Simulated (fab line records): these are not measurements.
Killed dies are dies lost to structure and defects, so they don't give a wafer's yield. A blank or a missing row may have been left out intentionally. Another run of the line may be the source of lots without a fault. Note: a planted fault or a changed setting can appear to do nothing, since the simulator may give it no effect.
Matching of chambers | flow sfq_line | SFQ_TRILAYER_I3_DEP_PECVD_081 on pecvd-01 has 3 sister chambers
The step deposits SiO2 from SiH4/N2O, time 111.11 s, target thk 500 nm. 3 wafers are shown with their chamber, then 8 later ones without.

== WAFERS PAIRED WITH THEIR CHAMBERS ==
wafer  | chamber | throttle_valve_pct (%)
L369.2 | 1       | 23.7
L369.4 | 0       | 24.1
L371.2 | 2       | 23.1

== WAFERS WHOSE CHAMBER IS MISSING ==
wafer  | throttle_valve_pct (%)
L371.4 | 23.2
L371.6 | 24.1
L377.1 | 24.2
L377.3 | 23.2
L377.6 | 23.2
L379.2 | 23.4
L379.4 | 24.1
L379.5 | 24.2

== WHICH CHAMBER EACH WENT THROUGH ==
wafer  | from the rows above     | in truth
L371.4 | 2                       | 2
L371.6 | 0                       | 0
L377.1 | 0                       | 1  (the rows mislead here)
L377.3 | 2                       | 2
L377.6 | 2                       | 2
L379.2 | can't be placed: 2 or 1 | 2
L379.4 | 0                       | 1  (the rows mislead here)
L379.5 | 0                       | 0
5 of 8 placed correctly. Not placeable from these rows: 1 (in 1, the candidates include the true chamber). 2 placed wrongly.
How it was worked out, from the rows above alone: a wafer's distance from a chamber is the root of the sum, over the readings, of the square of ((its reading less the chamber's mean) divided by the reading's scatter). The wafer belongs to the nearest chamber; if the next one is less than 2 further off, it can't be placed. Each chamber's mean is taken over the wafers shown for it. The scatter (one wafer shown for each chamber): square how far every hidden wafer sits from the nearest shown wafer, average those squares and take the square root.
